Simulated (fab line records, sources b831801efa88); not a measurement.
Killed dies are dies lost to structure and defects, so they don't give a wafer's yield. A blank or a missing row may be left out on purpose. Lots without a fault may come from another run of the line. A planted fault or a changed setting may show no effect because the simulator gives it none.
Split-lot experiment | flow sky130 | 5 lots, 23 wafers read, on a route of 708 steps

THE SPLIT
At SKY_VIA3_SPUTTER_20 (material TiN, target thk 20 nm, time 80 s), the setting power_w was moved away from the recipe's 4000 W on 6 of the 23 wafers read, by -4.4% to +10.7%. The other wafers ran this setting at the recipe's value.

The reading is taken at the split's own step.

THE READING
TiN_of_VIA3_SPUTTER_20.thk_nm (the simulator's own value, which no gauge read), in nm, at SKY_VIA3_SPUTTER_20 (material TiN, target thk 20 nm, time 80 s). The file gives no usual value for it. The 17 wafers here that ran the recipe average 19.70 nm, standard deviation 0.31 nm.

wafer  | tool, chamber at the split | power_w as run, W | against the recipe | TiN_of_VIA3_SPUTTER_20.thk_nm, nm | against lot-mates on the recipe
L077.2 | pvd_sputter-01, -          | 4000              | recipe             | 19.82                             | -
L077.3 | pvd_sputter-01, -          | 4000              | recipe             | 20.05                             | -
L077.5 | pvd_sputter-01, -          | 4000              | recipe             | 19.91                             | -
L080.1 | pvd_sputter-02, -          | 4426              | +10.7%             | 21.94                             | +2.33
L080.2 | pvd_sputter-02, -          | 4000              | recipe             | 19.4                              | -
L080.3 | pvd_sputter-02, -          | 4000              | recipe             | 19.69                             | -
L080.5 | pvd_sputter-02, -          | 4426              | +10.7%             | 21.54                             | +1.93
L080.6 | pvd_sputter-02, -          | 4000              | recipe             | 19.73                             | -
L082.2 | pvd_sputter-03, -          | 4000              | recipe             | 19.72                             | -
L082.3 | pvd_sputter-03, -          | 4000              | recipe             | 19.76                             | -
L082.4 | pvd_sputter-03, -          | 4356              | +8.9%              | 21.45                             | +1.71
L082.5 | pvd_sputter-03, -          | 4356              | +8.9%              | 21.31                             | +1.57
L082.6 | pvd_sputter-03, -          | 4000              | recipe             | 19.75                             | -
L081.1 | pvd_sputter-02, -          | 3822              | -4.4%              | 19.28                             | -0.85
L081.2 | pvd_sputter-02, -          | 3822              | -4.4%              | 18.95                             | -1.18
L081.3 | pvd_sputter-02, -          | 4000              | recipe             | 20.2                              | -
L081.4 | pvd_sputter-02, -          | 4000              | recipe             | 20.04                             | -
L081.5 | pvd_sputter-02, -          | 4000              | recipe             | 20.15                             | -
L084.1 | pvd_sputter-03, -          | 4000              | recipe             | 19.14                             | -
L084.2 | pvd_sputter-03, -          | 4000              | recipe             | 19.35                             | -
L084.4 | pvd_sputter-03, -          | 4000              | recipe             | 19.51                             | -
L084.5 | pvd_sputter-03, -          | 4000              | recipe             | 19.45                             | -
L084.6 | pvd_sputter-03, -          | 4000              | recipe             | 19.24                             | -

THE FIT
A straight line over all 23 wafers: TiN_of_VIA3_SPUTTER_20.thk_nm changes by +0.183 nm for each +1% of power_w; r = +0.94; the points scatter about the line by 0.3 nm.
The same after taking each lot's own level away (the mean of its wafers on the recipe; 23 wafers): +0.198 nm for each +1%; r = +0.99; scatter 0.14 nm.
On that fit, the largest move of power_w shifts the reading by 2.1 nm.
The lots' own levels span 19.338 to 20.130 nm, that is 2.6 times the standard deviation above.
So the lot-to-lot level changes the slope little: the two slopes agree.
Check: with one of the wafers moved furthest among these (+10.7%) left out of the fit, the line predicts +2 nm for it against its lot-mates. It came out at +2.33 nm against them.

OTHER SPLITS ON THESE WAFERS
These wafers also went through other splits before the reading. Each is held against what the fit with the lots' levels taken away leaves over:
other split on the same wafers            | wafers away from the commonest value | r with TiN_of_VIA3_SPUTTER_20.thk_nm (lot level and that fit taken away)
SKY_METAL2_EXPOSE_12 dose_mj              | 7                                    | +0.10
SKY_VIA2_COAT_06 resist_thk_nm            | 10                                   | +0.34
SKY_VIA2_ETCH_14 ion_energy_ev            | 7                                    | +0.08
SKY_VIA2_CVD_21 temp_c                    | 9                                    | -0.03
SKY_METAL3_SPUTTER_02 chamber_pressure_pa | 15                                   | -0.04
SKY_CAPM_COAT_07 resist_thk_nm            | 11                                   | +0.24
SKY_METAL3_ETCH_16 time_s                 | 7                                    | +0.15

THE FILE'S OWN FIT
TiN_of_VIA3_SPUTTER_20.thk_nm changes by +0.197 nm for each +1% of power_w, r = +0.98.
